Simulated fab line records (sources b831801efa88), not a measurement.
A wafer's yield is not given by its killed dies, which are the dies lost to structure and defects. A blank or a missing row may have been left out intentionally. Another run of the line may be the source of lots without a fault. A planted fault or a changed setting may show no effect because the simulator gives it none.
A lot that was struck, set against a sound lot ; flow sky130 ; 37 out of 708 route steps
Sound: wafers L465.1, L465.3, L465.6. Wafers struck: L456.1, L456.3, L456.5. Last of all comes the cause.
Each step with rows lists, per side, the tool, then ch with its chambers, then its first start. Under that, the readings that differ: sound wafers ; struck wafers ; difference of the means ; sigmas: that difference in standard deviations of wafers without a fault.
alike: readings with means less than 2 such deviations apart, plus words and numbers identical on both sides. not compared: withheld readings, readings lacking a value on some wafer, bounds such as >300 that could conceal the same value, and numbers that have no deviation in the record and whose values overlap.
Wherever a step has rows on one side only, a row that says differs or no value, or a row with sigmas, the two part there. Non-overlapping numbers with no deviation appear without sigmas and do not part them. A reading missing from all wafers of one side parts the sides only when that side holds two or more wafers.

first, 10 steps without rows for these wafers: SKY_LDD_LDN_SOFTBAKE_03 (time 60 s); SKY_LDD_LDN_EXPOSE_04 (exposes mask LDNTM, target cd 700 nm); SKY_LDD_LDN_PEB_05; SKY_LDD_LDN_DEVELOP_06 (develop time 60 s); SKY_LDD_LDN_IMPLANT_08; SKY_LDD_LDN_IMPLANT_09; SKY_LDD_LDN_IMPLANT_10; SKY_LDD_LDN_IMPLANT_11; SKY_LDD_LDN_STRIP_12 (strips in O2/N2); SKY_LDD_LDN_CLEAN_14 (cleans in SC1/SC2, time 150 s).
SKY_SPACER_CVD_00: deposits Si3N4 from DCS/NH3, target thk 43.1 nm, time 740 s.
  sound on lpcvd-02 ch 0, day 29 01:56; struck on lpcvd-02 ch 0, day 26 02:50
reading;sound;struck;difference;sigmas
model.Si3N4_of_SPACER_CVD_00.thk nm (nm);43.24 43.51 43.32;31.51 32.06 32.18;-11.44;
  alike: susceptor temp C
SKY_SPACER_THK_MEAS_01:
  sound: film metro-02 at day 29 03:09; struck: film metro-01 at day 26 04:16
reading;sound;struck;difference;sigmas
SPACER_CVD_00_THK (nm);43.2 43.5 43.3;31.5 32.0 32.1;-11.5;-24
  not compared: hold
SKY_SPACER_ETCHBACK_02: etches Si3N4 in CH3F/O2, stops on SiO2, time 46.7 s, target depth 45 nm.
  sound on rie diel-01 ch 1,2,3, day 29 03:13; struck on rie diel-03 ch 0,2,3, day 26 06:00
reading;sound;struck;difference;sigmas
hold;- - -;await dispo/1.7h/release await dispo/1.7h/release await dispo/1.7h/release;no value on the sound wafers;
oes product au (a.u.);0.854 0.854 0.858;0.733 0.721 0.735;-0.126;-18
model.etch.depth nm (nm);43.24 43.51 43.32;31.51 32.06 32.18;-11.44;
  alike: drypump motor current A, throttle valve pct
  not compared: rf hours counter h
then, 22 steps without rows for these wafers: SKY_POLY_CUT_DEHYDRATE_00 (time 60 s); SKY_POLY_CUT_HMDS_01 (prime time 60 s); SKY_POLY_CUT_COAT_02 (resist thk 60 nm); SKY_POLY_CUT_COAT_03 (resist thk 450 nm); SKY_POLY_CUT_SOFTBAKE_04 (time 90 s); SKY_POLY_CUT_EXPOSE_05 (exposes mask NPCM, target cd 270 nm); SKY_POLY_CUT_PEB_06; SKY_POLY_CUT_DEVELOP_07 (develop time 60 s); SKY_POLY_CUT_ETCH_10 (etches BARC in N2/H2, stops on SiO2, time 45.9 s, target depth 60 nm); SKY_POLY_CUT_ETCH_11 (etches Si3N4 in CF4/CH2F2/Ar, stops on poly-Si, time 42.5 s, target depth 60 nm); SKY_POLY_CUT_STRIP_12 (strips in O2/N2); SKY_SD_P_DEHYDRATE_00 (time 60 s); SKY_SD_P_HMDS_01 (prime time 60 s); SKY_SD_P_COAT_02 (resist thk 1140 nm); SKY_SD_P_SOFTBAKE_03 (time 60 s); SKY_SD_P_EXPOSE_04 (exposes mask PSDM, target cd 380 nm); SKY_SD_P_PEB_05; SKY_SD_P_DEVELOP_06 (develop time 60 s); SKY_SD_P_IMPLANT_09; SKY_SD_P_STRIP_10 (strips in O2/N2); SKY_RES_XHIGH_DEHYDRATE_00 (time 60 s); SKY_RES_XHIGH_HMDS_01 (prime time 60 s).
-- the record jumps here: 5 days lie between the struck wafers' starts before and after (it left off in module RES_XHIGH and takes up again in module SALICIDE, whose first step shown is number 361 of the route) --
SKY_SALICIDE_CLEAN_00: cleans in HF-last, time 30 s.
  sound on wet bench-04 ch 0, day 33 19:20; struck on wet bench-03 ch 1, day 30 23:27
reading;sound;struck;difference;sigmas
model.Si3N4_of_SPACER_CVD_00.thk nm (nm);42.28 42.55 42.35;30.52 31.07 31.19;-11.47;
-- the record jumps here: 17 days lie between the struck wafers' starts before and after (it left off in module SALICIDE and takes up again in module PAD_OPEN, whose first step shown is number 708 of the route) --
SKY_PAD_OPEN_PROBE_99:
  sound: prober-01 at day 49 22:28; struck: prober-02 at day 47 22:28
reading;sound;struck;difference;sigmas
model.etest.pfet_01v8.r on ohm um;2916 2947 2962;2536 2574 2507;-403;
model.etest.pfet g5v0d10v5.r on ohm um;4883 4777 4854;4628 4740 4640;-169;
model.etest.nfet g5v0d10v5.r on ohm um;1924 1920 1917;1832 1847 1818;-88;
model.etest.sonos uncharged.r on ohm um;811.8 834.7 833.2;724.6 762.1 738.2;-84.9;
model.etest.pfet_01v8.drive ua um;190.6 188.2 186.8;224.5 219.8 225.4;+34.7;
model.etest.nfet_01v8_lvt.drive ua um;569 562.3 557.1;603.5 591.1 591.9;+32.7;
model.etest.sram pfet latch.drive ua um;141.4 140 138.1;168.4 165.9 167.9;+27.6;
  alike: killed_at_M0_to_M3, killed_at_M4_up, killed at contacts, killed at front end, killed at other, killed dies, killed open, killed short
  not compared: model.etest.res pdiff.line ohm um

## WHERE THEY PART
Earliest at SKY_SPACER_THK_MEAS_01; latest, in this record, at SKY_SPACER_ETCHBACK_02. Later steps at which nothing parts them and some readings are alike: SKY_PAD_OPEN_PROBE_99.

WHY: what had been put in by the simulator
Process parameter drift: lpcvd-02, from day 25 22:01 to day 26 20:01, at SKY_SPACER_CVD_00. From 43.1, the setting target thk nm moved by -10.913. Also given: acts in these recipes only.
